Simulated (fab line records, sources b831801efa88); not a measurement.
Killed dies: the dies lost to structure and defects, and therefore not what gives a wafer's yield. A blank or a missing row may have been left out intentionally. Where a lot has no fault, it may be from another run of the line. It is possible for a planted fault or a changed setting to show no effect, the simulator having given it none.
Which of the tools did it? :: flow sky130 :: Sampling: 24 lots, 72 wafers, 5 of 708 route steps

## WHAT EACH GAUGE READ, for each wafer
SKY_CAPM_OVL_MEAS_12. Usual: CAPM_OVL typically reads 1.2 nm, with standard deviation 1.3.
lot: L074
measured: day 38 21:12
on: overlay-02
CAPM_OVL (nm): 1.9 1.4 1.8
flag: 

lot: L075
measured: day 39 00:37
on: overlay-02
CAPM_OVL (nm): 2.9 2.4 3.1
flag: 

lot: L076
measured: day 39 03:43
on: overlay-01
CAPM_OVL (nm): 0.5 0.5 0.3
flag: 

lot: L077
measured: day 39 21:23
on: overlay-01
CAPM_OVL (nm): 1.6 1.1 0.3
flag: 

lot: L078
measured: day 40 03:46
on: overlay-01
CAPM_OVL (nm): 0.8 1.3 1.2
flag: 

lot: L079
measured: day 40 05:01
on: overlay-01
CAPM_OVL (nm): 1.8 1.7 2.7
flag: 

lot: L080
measured: day 40 06:49
on: overlay-02
CAPM_OVL (nm): 2.3 0.7 1.7
flag: 

lot: L081
measured: day 41 03:35
on: overlay-02
CAPM_OVL (nm): 0.3 2.1 0.4
flag: 

lot: L082
measured: day 41 06:07
on: overlay-01
CAPM_OVL (nm): 0.3 -0.5 -0.4
flag: 

lot: L083
measured: day 41 08:10
on: overlay-02
CAPM_OVL (nm): 3.6 3.9 3.7
flag: 

lot: L084
measured: day 41 14:13
on: overlay-01
CAPM_OVL (nm): 4.0 3.8 2.6
flag: 

lot: L085
measured: day 42 04:38
on: overlay-02
CAPM_OVL (nm): 1.0 1.6 1.0
flag: 

lot: L086
measured: day 42 10:25
on: overlay-02
CAPM_OVL (nm): -0.4 1.5 0.7
flag: 

lot: L087
measured: day 42 13:48
on: overlay-01
CAPM_OVL (nm): -0.8 0.0 0.4
flag: 

lot: L088
measured: day 42 15:49
on: overlay-01
CAPM_OVL (nm): 1.6 3.2 0.7
flag: 

lot: L089
measured: day 43 04:20
on: overlay-01
CAPM_OVL (nm): 0.2 1.0 -0.2
flag: 

lot: L090
measured: day 43 06:56
on: overlay-02
CAPM_OVL (nm): 0.3 -0.9 -0.2
flag: 

lot: L091
measured: day 43 13:07
on: overlay-01
CAPM_OVL (nm): 0.5 0.2 0.6
flag: 

lot: L092
measured: day 43 15:44
on: overlay-01
CAPM_OVL (nm): -1.5 -2.5 0.7
flag: 

lot: L093
measured: day 44 05:47
on: overlay-01
CAPM_OVL (nm): 0.2 -0.2 1.8
flag: 

lot: L094
measured: day 44 06:40
on: overlay-01
CAPM_OVL (nm): -0.2 1.1 1.5
flag: 

lot: L095
measured: day 44 18:44
on: overlay-02
CAPM_OVL (nm): 1.1 -0.4 1.3
flag: 

lot: L096
measured: day 44 19:16
on: overlay-01
CAPM_OVL (nm): 3.0 1.9 2.4
flag: 

lot: L097
measured: day 45 06:51
on: overlay-02
CAPM_OVL (nm): 3.8 4.9 2.2
flag: 

SKY_VIA3_BOW_MEAS_03. Usual: VIA3_BOW typically reads 79 um, with standard deviation 7.6.
lot: L074
measured: day 40 00:45
on: film_metro-02
VIA3_BOW (um): 89 80 100
flag: 

lot: L075
measured: day 40 04:22
on: film_metro-02
VIA3_BOW (um): 77 81 79
flag: 

lot: L076
measured: day 40 07:19
on: film_metro-01
VIA3_BOW (um): 85 85 77
flag: 

lot: L077
measured: day 41 00:17
on: film_metro-02
VIA3_BOW (um): 82 82 91
flag: 

lot: L078
measured: day 41 07:16
on: film_metro-04
VIA3_BOW (um): 70 69 79
flag: 

lot: L079
measured: day 41 08:26
on: film_metro-04
VIA3_BOW (um): 85 74 77
flag: 

lot: L080
measured: day 41 09:55
on: film_metro-01
VIA3_BOW (um): 62 63 69
flag: 

lot: L081
measured: day 42 06:29
on: film_metro-02
VIA3_BOW (um): 86 89 75
flag: 

lot: L082
measured: day 42 09:05
on: film_metro-01
VIA3_BOW (um): 78 67 65
flag: 

lot: L083
measured: day 42 11:25
on: film_metro-01
VIA3_BOW (um): 75 72 67
flag: 

lot: L084
measured: day 42 16:38
on: film_metro-02
VIA3_BOW (um): 89 85 77
flag: 

lot: L085
measured: day 43 07:15
on: film_metro-02
VIA3_BOW (um): 83 79 69
flag: 

lot: L086
measured: day 43 12:22
on: film_metro-01
VIA3_BOW (um): 76 86 79
flag: 

lot: L087
measured: day 43 16:20
on: film_metro-04
VIA3_BOW (um): 84 85 104
flag: 

lot: L088
measured: day 43 18:17
on: film_metro-04
VIA3_BOW (um): 71 72 72
flag: 

lot: L089
measured: day 44 07:10
on: film_metro-01
VIA3_BOW (um): 75 91 76
flag: 

lot: L090
measured: day 44 08:17
on: film_metro-04
VIA3_BOW (um): 73 77 70
flag: 

lot: L091
measured: day 44 15:04
on: film_metro-04
VIA3_BOW (um): 74 74 91
flag: 

lot: L092
measured: day 44 17:47
on: film_metro-02
VIA3_BOW (um): 78 97 83
flag: 

lot: L093
measured: day 45 07:25
on: film_metro-01
VIA3_BOW (um): 79 87 86
flag: 

lot: L094
measured: day 45 07:53
on: film_metro-02
VIA3_BOW (um): 78 80 76
flag: 

lot: L095
measured: day 46 01:14
on: film_metro-01
VIA3_BOW (um): 75 79 76
flag: 

lot: L096
measured: day 46 02:00
on: film_metro-01
VIA3_BOW (um): 78 70 70
flag: 

lot: L097
measured: day 46 07:37
on: film_metro-01
VIA3_BOW (um): 80 80 86
flag: 

## EACH LOT AND THE TOOL THAT RAN IT (in order: tool; ch and the chambers of the sampled wafers; start)
lot: L074
SKY_CAPM_STRIP_14: plasma_asher-03 ch 1, day 38 21:19
SKY_METAL3_METAL_ETCH_18: rie_metal-02 ch 0,1, day 39 23:25
SKY_VIA3_CMP_02: cmp-01 ch 0,1,2, day 40 00:32

lot: L075
SKY_CAPM_STRIP_14: plasma_asher-02 ch 0,1, day 39 00:45
SKY_METAL3_METAL_ETCH_18: rie_metal-04 ch 0,1, day 40 03:05
SKY_VIA3_CMP_02: cmp-01 ch 0,1, day 40 04:02

lot: L076
SKY_CAPM_STRIP_14: plasma_asher-02 ch 0,1, day 39 03:49
SKY_METAL3_METAL_ETCH_18: rie_metal-03 ch 0, day 40 06:01
SKY_VIA3_CMP_02: cmp-01 ch 0,2, day 40 07:04

lot: L077
SKY_CAPM_STRIP_14: plasma_asher-03 ch 0,1, day 39 21:31
SKY_METAL3_METAL_ETCH_18: rie_metal-03 ch 0,1, day 40 23:00
SKY_VIA3_CMP_02: cmp-02 ch 0,3, day 41 00:02

lot: L078
SKY_CAPM_STRIP_14: plasma_asher-02 ch 0,1, day 40 03:53
SKY_METAL3_METAL_ETCH_18: rie_metal-03 ch 0,1, day 41 05:43
SKY_VIA3_CMP_02: cmp-02 ch 1,2, day 41 06:58

lot: L079
SKY_CAPM_STRIP_14: plasma_asher-04 ch 0,1, day 40 05:08
SKY_METAL3_METAL_ETCH_18: rie_metal-04 ch 0,1, day 41 07:01
SKY_VIA3_CMP_02: cmp-02 ch 1,2, day 41 08:07

lot: L080
SKY_CAPM_STRIP_14: plasma_asher-02 ch 1, day 40 06:56
SKY_METAL3_METAL_ETCH_18: rie_metal-04 ch 0, day 41 08:36
SKY_VIA3_CMP_02: cmp-02 ch 0,1,2, day 41 09:41

lot: L081
SKY_CAPM_STRIP_14: plasma_asher-03 ch 0,1, day 41 03:43
SKY_METAL3_METAL_ETCH_18: rie_metal-04 ch 0,1, day 42 05:02
SKY_VIA3_CMP_02: cmp-02 ch 0,2,3, day 42 06:13

lot: L082
SKY_CAPM_STRIP_14: plasma_asher-02 ch 0,1, day 41 06:13
SKY_METAL3_METAL_ETCH_18: rie_metal-04 ch 0,1, day 42 07:19
SKY_VIA3_CMP_02: cmp-02 ch 0,3, day 42 08:46

lot: L083
SKY_CAPM_STRIP_14: plasma_asher-04 ch 0,1, day 41 08:16
SKY_METAL3_METAL_ETCH_18: rie_metal-04 ch 0,1, day 42 10:07
SKY_VIA3_CMP_02: cmp-02 ch 0,1,2, day 42 11:16

lot: L084
SKY_CAPM_STRIP_14: plasma_asher-03 ch 0,1, day 41 14:20
SKY_METAL3_METAL_ETCH_18: rie_metal-03 ch 0,1, day 42 15:21
SKY_VIA3_CMP_02: cmp-02 ch 0,1,2, day 42 16:23

lot: L085
SKY_CAPM_STRIP_14: plasma_asher-03 ch 0,1, day 42 04:46
SKY_METAL3_METAL_ETCH_18: rie_metal-04 ch 0,1, day 43 05:52
SKY_VIA3_CMP_02: cmp-02 ch 1,2,3, day 43 06:57

lot: L086
SKY_CAPM_STRIP_14: plasma_asher-02 ch 0,1, day 42 10:31
SKY_METAL3_METAL_ETCH_18: rie_metal-04 ch 1, day 43 11:01
SKY_VIA3_CMP_02: cmp-01 ch 1,2,3, day 43 12:10

lot: L087
SKY_CAPM_STRIP_14: plasma_asher-03 ch 0, day 42 13:55
SKY_METAL3_METAL_ETCH_18: rie_metal-03 ch 0,1, day 43 14:55
SKY_VIA3_CMP_02: cmp-02 ch 1,2,3, day 43 16:01

lot: L088
SKY_CAPM_STRIP_14: plasma_asher-03 ch 1, day 42 15:56
SKY_METAL3_METAL_ETCH_18: rie_metal-02 ch 0,1, day 43 16:58
SKY_VIA3_CMP_02: cmp-01 ch 0,2,3, day 43 18:01

lot: L089
SKY_CAPM_STRIP_14: plasma_asher-04 ch 0,1, day 43 04:28
SKY_METAL3_METAL_ETCH_18: rie_metal-03 ch 0,1, day 44 05:52
SKY_VIA3_CMP_02: cmp-02 ch 1,2,3, day 44 06:52

lot: L090
SKY_CAPM_STRIP_14: plasma_asher-03 ch 0,1, day 43 07:03
SKY_METAL3_METAL_ETCH_18: rie_metal-03 ch 0,1, day 44 06:59
SKY_VIA3_CMP_02: cmp-02 ch 1,2,3, day 44 08:04

lot: L091
SKY_CAPM_STRIP_14: plasma_asher-04 ch 0,1, day 43 13:13
SKY_METAL3_METAL_ETCH_18: rie_metal-02 ch 0,1, day 44 13:40
SKY_VIA3_CMP_02: cmp-02 ch 0,2, day 44 14:45

lot: L092
SKY_CAPM_STRIP_14: plasma_asher-04 ch 0,1, day 43 15:52
SKY_METAL3_METAL_ETCH_18: rie_metal-02 ch 0,1, day 44 16:23
SKY_VIA3_CMP_02: cmp-02 ch 0,3, day 44 17:26

lot: L093
SKY_CAPM_STRIP_14: plasma_asher-02 ch 0,1, day 44 05:55
SKY_METAL3_METAL_ETCH_18: rie_metal-02 ch 0,1, day 45 06:07
SKY_VIA3_CMP_02: cmp-02 ch 1,2,3, day 45 07:10

lot: L094
SKY_CAPM_STRIP_14: plasma_asher-03 ch 0,1, day 44 06:50
SKY_METAL3_METAL_ETCH_18: rie_metal-04 ch 0, day 45 06:20
SKY_VIA3_CMP_02: cmp-01 ch 1,2, day 45 07:33

lot: L095
SKY_CAPM_STRIP_14: plasma_asher-04 ch 0,1, day 44 18:52
SKY_METAL3_METAL_ETCH_18: rie_metal-04 ch 1, day 45 23:51
SKY_VIA3_CMP_02: cmp-01 ch 0,1,2, day 46 00:56

lot: L096
SKY_CAPM_STRIP_14: plasma_asher-02 ch 0,1, day 44 19:23
SKY_METAL3_METAL_ETCH_18: rie_metal-03 ch 1, day 46 00:13
SKY_VIA3_CMP_02: cmp-02 ch 0,2,3, day 46 01:41

lot: L097
SKY_CAPM_STRIP_14: plasma_asher-03 ch 0,1, day 45 06:58
SKY_METAL3_METAL_ETCH_18: rie_metal-04 ch 0,1, day 46 06:10
SKY_VIA3_CMP_02: cmp-02 ch 1,2, day 46 07:18
- SKY_CAPM_STRIP_14: strips in O2/N2.
- SKY_METAL3_METAL_ETCH_18: etches the open film in Cl2/BCl3, stops on SiO2, target depth 845 nm, time 183.1 s.
- SKY_VIA3_CMP_02: polishes SiO2.

## AS READ BY THE TOOLS THEMSELVES (means over the sampled wafers that have a number; for cases with no such wafer, the mark the record gives instead)
SKY_CAPM_STRIP_14. Usual: drypump_motor_current_A 5.72 A, standard deviation 0.28; o2_flow_sccm 3068 sccm, standard deviation 9.9; oes_product_au 0.711 a.u., standard deviation 0.005; strip_time_to_endpoint_s 12.66 s, standard deviation 0.05.
lot: L074
tool: plasma_asher-03
drypump_motor_current_A (A): 5.21
o2_flow_sccm (sccm): 3061
oes_product_au (a.u.): 0.713
strip_time_to_endpoint_s (s): 12.77
flag: 

lot: L075
tool: plasma_asher-02
drypump_motor_current_A (A): 5.89
o2_flow_sccm (sccm): 3068
oes_product_au (a.u.): 0.705
strip_time_to_endpoint_s (s): 12.71
flag: 

lot: L076
tool: plasma_asher-02
drypump_motor_current_A (A): 5.89
o2_flow_sccm (sccm): 3055
oes_product_au (a.u.): 0.707
strip_time_to_endpoint_s (s): 12.72
flag: 

lot: L077
tool: plasma_asher-03
drypump_motor_current_A (A): 5.62
o2_flow_sccm (sccm): 3063
oes_product_au (a.u.): 0.710
strip_time_to_endpoint_s (s): 12.63
flag: 

lot: L078
tool: plasma_asher-02
drypump_motor_current_A (A): 5.86
o2_flow_sccm (sccm): 3071
oes_product_au (a.u.): 0.712
strip_time_to_endpoint_s (s): 12.64
flag: 

lot: L079
tool: plasma_asher-04
drypump_motor_current_A (A): 5.84
o2_flow_sccm (sccm): 3073
oes_product_au (a.u.): 0.708
strip_time_to_endpoint_s (s): 12.68
flag: 

lot: L080
tool: plasma_asher-02
drypump_motor_current_A (A): 5.73
o2_flow_sccm (sccm): 3062
oes_product_au (a.u.): 0.710
strip_time_to_endpoint_s (s): 12.69
flag: 

lot: L081
tool: plasma_asher-03
drypump_motor_current_A (A): 5.65
o2_flow_sccm (sccm): 3074
oes_product_au (a.u.): 0.712
strip_time_to_endpoint_s (s): 12.67
flag: 

lot: L082
tool: plasma_asher-02
drypump_motor_current_A (A): 5.81
o2_flow_sccm (sccm): 3061
oes_product_au (a.u.): 0.711
strip_time_to_endpoint_s (s): 12.67
flag: 

lot: L083
tool: plasma_asher-04
drypump_motor_current_A (A): 5.92
o2_flow_sccm (sccm): 3071
oes_product_au (a.u.): 0.708
strip_time_to_endpoint_s (s): 12.65
flag: 

lot: L084
tool: plasma_asher-03
drypump_motor_current_A (A): 5.40
o2_flow_sccm (sccm): 3073
oes_product_au (a.u.): 0.719
strip_time_to_endpoint_s (s): 12.65
flag: 

lot: L085
tool: plasma_asher-03
drypump_motor_current_A (A): 5.59
o2_flow_sccm (sccm): 3069
oes_product_au (a.u.): 0.715
strip_time_to_endpoint_s (s): 12.63
flag: 

lot: L086
tool: plasma_asher-02
drypump_motor_current_A (A): 5.80
o2_flow_sccm (sccm): 3066
oes_product_au (a.u.): 0.714
strip_time_to_endpoint_s (s): 12.64
flag: 

lot: L087
tool: plasma_asher-03
drypump_motor_current_A (A): 5.84
o2_flow_sccm (sccm): 3066
oes_product_au (a.u.): 0.713
strip_time_to_endpoint_s (s): 12.74
flag: 

lot: L088
tool: plasma_asher-03
drypump_motor_current_A (A): 5.19
o2_flow_sccm (sccm): 3070
oes_product_au (a.u.): 0.707
strip_time_to_endpoint_s (s): 12.62
flag: 

lot: L089
tool: plasma_asher-04
drypump_motor_current_A (A): 5.94
o2_flow_sccm (sccm): 3082
oes_product_au (a.u.): 0.712
strip_time_to_endpoint_s (s): 12.66
flag: 

lot: L090
tool: plasma_asher-03
drypump_motor_current_A (A): 5.41
o2_flow_sccm (sccm): 3062
oes_product_au (a.u.): 0.713
strip_time_to_endpoint_s (s): 12.63
flag: 

lot: L091
tool: plasma_asher-04
drypump_motor_current_A (A): 5.85
o2_flow_sccm (sccm): 3062
oes_product_au (a.u.): 0.709
strip_time_to_endpoint_s (s): 12.59
flag: 

lot: L092
tool: plasma_asher-04
drypump_motor_current_A (A): 5.86
o2_flow_sccm (sccm): 3077
oes_product_au (a.u.): 0.711
strip_time_to_endpoint_s (s): 12.70
flag: 

lot: L093
tool: plasma_asher-02
drypump_motor_current_A (A): 5.81
o2_flow_sccm (sccm): 3065
oes_product_au (a.u.): 0.711
strip_time_to_endpoint_s (s): 12.64
flag: 

lot: L094
tool: plasma_asher-03
drypump_motor_current_A (A): 5.63
o2_flow_sccm (sccm): 3069
oes_product_au (a.u.): 0.713
strip_time_to_endpoint_s (s): 12.64
flag: 

lot: L095
tool: plasma_asher-04
drypump_motor_current_A (A): 5.87
o2_flow_sccm (sccm): 3068
oes_product_au (a.u.): 0.710
strip_time_to_endpoint_s (s): 12.65
flag: 

lot: L096
tool: plasma_asher-02
drypump_motor_current_A (A): 5.83
o2_flow_sccm (sccm): 3073
oes_product_au (a.u.): 0.711
strip_time_to_endpoint_s (s): 12.56
flag: 

lot: L097
tool: plasma_asher-03
drypump_motor_current_A (A): 5.61
o2_flow_sccm (sccm): 3068
oes_product_au (a.u.): 0.709
strip_time_to_endpoint_s (s): 12.65
flag: 

SKY_METAL3_METAL_ETCH_18. Usual: drypump_motor_current_A 5.7 A, standard deviation 0.46; mfc_cl2_sccm 60.02 sccm, standard deviation 0.19; oes_product_au 0.865 a.u., standard deviation 0.0064; throttle_valve_pct 22.266 %, standard deviation 0.009.
lot: L074
tool: rie_metal-02
drypump_motor_current_A (A): 5.4
mfc_cl2_sccm (sccm): 59.99
oes_product_au (a.u.): 0.863
throttle_valve_pct (%): 22.269
flag: 

lot: L075
tool: rie_metal-04
drypump_motor_current_A (A): 5.8
mfc_cl2_sccm (sccm): 60.04
oes_product_au (a.u.): 0.869
throttle_valve_pct (%): 22.268
flag: 

lot: L076
tool: rie_metal-03
drypump_motor_current_A (A): 5.8
mfc_cl2_sccm (sccm): 59.89
oes_product_au (a.u.): 0.865
throttle_valve_pct (%): 22.269
flag: 

lot: L077
tool: rie_metal-03
drypump_motor_current_A (A): 5.6
mfc_cl2_sccm (sccm): 60.08
oes_product_au (a.u.): 0.866
throttle_valve_pct (%): 22.266
flag: 

lot: L078
tool: rie_metal-03
drypump_motor_current_A (A): 5.6
mfc_cl2_sccm (sccm): 60.15
oes_product_au (a.u.): 0.864
throttle_valve_pct (%): 22.262
flag: 

lot: L079
tool: rie_metal-04
drypump_motor_current_A (A): 5.8
mfc_cl2_sccm (sccm): 60.09
oes_product_au (a.u.): 0.863
throttle_valve_pct (%): 22.263
flag: 

lot: L080
tool: rie_metal-04
drypump_motor_current_A (A): 6.4
mfc_cl2_sccm (sccm): 60.15
oes_product_au (a.u.): 0.876
throttle_valve_pct (%): 22.258
flag: 

lot: L081
tool: rie_metal-04
drypump_motor_current_A (A): 5.8
mfc_cl2_sccm (sccm): 59.94
oes_product_au (a.u.): 0.859
throttle_valve_pct (%): 22.265
flag: 

lot: L082
tool: rie_metal-04
drypump_motor_current_A (A): 5.8
mfc_cl2_sccm (sccm): 60.03
oes_product_au (a.u.): 0.870
throttle_valve_pct (%): 22.270
flag: 

lot: L083
tool: rie_metal-04
drypump_motor_current_A (A): 5.8
mfc_cl2_sccm (sccm): 59.96
oes_product_au (a.u.): 0.866
throttle_valve_pct (%): 22.270
flag: 

lot: L084
tool: rie_metal-03
drypump_motor_current_A (A): 5.6
mfc_cl2_sccm (sccm): 59.93
oes_product_au (a.u.): 0.867
throttle_valve_pct (%): 22.265
flag: 

lot: L085
tool: rie_metal-04
drypump_motor_current_A (A): 5.8
mfc_cl2_sccm (sccm): 60.00
oes_product_au (a.u.): 0.865
throttle_valve_pct (%): 22.252
flag: 

lot: L086
tool: rie_metal-04
drypump_motor_current_A (A): 5.5
mfc_cl2_sccm (sccm): 59.82
oes_product_au (a.u.): 0.867
throttle_valve_pct (%): 22.272
flag: 

lot: L087
tool: rie_metal-03
drypump_motor_current_A (A): 5.6
mfc_cl2_sccm (sccm): 60.16
oes_product_au (a.u.): 0.876
throttle_valve_pct (%): 22.269
flag: 

lot: L088
tool: rie_metal-02
drypump_motor_current_A (A): 5.4
mfc_cl2_sccm (sccm): 59.90
oes_product_au (a.u.): 0.869
throttle_valve_pct (%): 22.271
flag: 

lot: L089
tool: rie_metal-03
drypump_motor_current_A (A): 5.5
mfc_cl2_sccm (sccm): 59.96
oes_product_au (a.u.): 0.863
throttle_valve_pct (%): 22.268
flag: 

lot: L090
tool: rie_metal-03
drypump_motor_current_A (A): 5.3
mfc_cl2_sccm (sccm): 60.02
oes_product_au (a.u.): 0.860
throttle_valve_pct (%): 22.265
flag: 

lot: L091
tool: rie_metal-02
drypump_motor_current_A (A): 5.4
mfc_cl2_sccm (sccm): 59.92
oes_product_au (a.u.): 0.859
throttle_valve_pct (%): 22.273
flag: 

lot: L092
tool: rie_metal-02
drypump_motor_current_A (A): 5.4
mfc_cl2_sccm (sccm): 59.90
oes_product_au (a.u.): 0.860
throttle_valve_pct (%): 22.265
flag: 

lot: L093
tool: rie_metal-02
drypump_motor_current_A (A): 5.5
mfc_cl2_sccm (sccm): 60.03
oes_product_au (a.u.): 0.863
throttle_valve_pct (%): 22.258
flag: 

lot: L094
tool: rie_metal-04
drypump_motor_current_A (A): 6.4
mfc_cl2_sccm (sccm): 59.88
oes_product_au (a.u.): 0.859
throttle_valve_pct (%): 22.267
flag: 

lot: L095
tool: rie_metal-04
drypump_motor_current_A (A): 5.5
mfc_cl2_sccm (sccm): 60.10
oes_product_au (a.u.): 0.860
throttle_valve_pct (%): 22.266
flag: 

lot: L096
tool: rie_metal-03
drypump_motor_current_A (A): 5.0
mfc_cl2_sccm (sccm): 59.68
oes_product_au (a.u.): 0.864
throttle_valve_pct (%): 22.269
flag: 

lot: L097
tool: rie_metal-04
drypump_motor_current_A (A): 5.8
mfc_cl2_sccm (sccm): 60.02
oes_product_au (a.u.): 0.861
throttle_valve_pct (%): 22.268
flag: 

SKY_VIA3_CMP_02. Usual: motor_current_A 12.0 A, standard deviation 1.3; retaining_ring_pressure_frac 1.000, standard deviation 0.005.
lot: L074
tool: cmp-01
motor_current_A (A): 10.8
retaining_ring_pressure_frac: 1.003
flag: 

lot: L075
tool: cmp-01
motor_current_A (A): 10.2
retaining_ring_pressure_frac: 1.000
flag: 

lot: L076
tool: cmp-01
motor_current_A (A): 10.4
retaining_ring_pressure_frac: 1.000
flag: 

lot: L077
tool: cmp-02
motor_current_A (A): 12.0
retaining_ring_pressure_frac: 0.999
flag: 

lot: L078
tool: cmp-02
motor_current_A (A): 13.0
retaining_ring_pressure_frac: 1.001
flag: 

lot: L079
tool: cmp-02
motor_current_A (A): 12.4
retaining_ring_pressure_frac: 1.000
flag: 

lot: L080
tool: cmp-02
motor_current_A (A): 12.5
retaining_ring_pressure_frac: 0.999
flag: 

lot: L081
tool: cmp-02
motor_current_A (A): 12.6
retaining_ring_pressure_frac: 0.996
flag: 

lot: L082
tool: cmp-02
motor_current_A (A): 12.1
retaining_ring_pressure_frac: 1.003
flag: 

lot: L083
tool: cmp-02
motor_current_A (A): 12.6
retaining_ring_pressure_frac: 0.996
flag: 

lot: L084
tool: cmp-02
motor_current_A (A): 12.5
retaining_ring_pressure_frac: 1.001
flag: 

lot: L085
tool: cmp-02
motor_current_A (A): 12.8
retaining_ring_pressure_frac: 0.997
flag: 

lot: L086
tool: cmp-01
motor_current_A (A): 11.9
retaining_ring_pressure_frac: 1.000
flag: 

lot: L087
tool: cmp-02
motor_current_A (A): 12.7
retaining_ring_pressure_frac: 1.004
flag: 

lot: L088
tool: cmp-01
motor_current_A (A): 11.7
retaining_ring_pressure_frac: 0.999
flag: 

lot: L089
tool: cmp-02
motor_current_A (A): 12.5
retaining_ring_pressure_frac: 0.997
flag: 

lot: L090
tool: cmp-02
motor_current_A (A): 12.4
retaining_ring_pressure_frac: 0.997
flag: 

lot: L091
tool: cmp-02
motor_current_A (A): 12.6
retaining_ring_pressure_frac: 1.000
flag: 

lot: L092
tool: cmp-02
motor_current_A (A): 12.0
retaining_ring_pressure_frac: 1.001
flag: 

lot: L093
tool: cmp-02
motor_current_A (A): 12.5
retaining_ring_pressure_frac: 0.997
flag: 

lot: L094
tool: cmp-01
motor_current_A (A): 11.5
retaining_ring_pressure_frac: 1.001
flag: 

lot: L095
tool: cmp-01
motor_current_A (A): 10.8
retaining_ring_pressure_frac: 0.998
flag: 

lot: L096
tool: cmp-02
motor_current_A (A): 12.2
retaining_ring_pressure_frac: 1.004
flag: 

lot: L097
tool: cmp-02
motor_current_A (A): 12.0
retaining_ring_pressure_frac: 1.002
flag: 

## THE ANSWER, worked out from the rows above alone
Rule: a lot counts as off when the mean over its wafers that have a number is more than 3 standard deviations away from the usual mean. Also off: a lot with no number at a reading for which 4 or more lots have one. The other lots that the step has rows for count as sound. After the gauges, taken in route order, come the tools' own readings; for these a lot's mean is taken, as printed above. At the first step where some lot is off, the reading lying furthest off is the one used; lots without a number count as furthest.
Nothing can be told from this: no lot is off at any reading shown.

## WHAT THE SIMULATOR PUT IN
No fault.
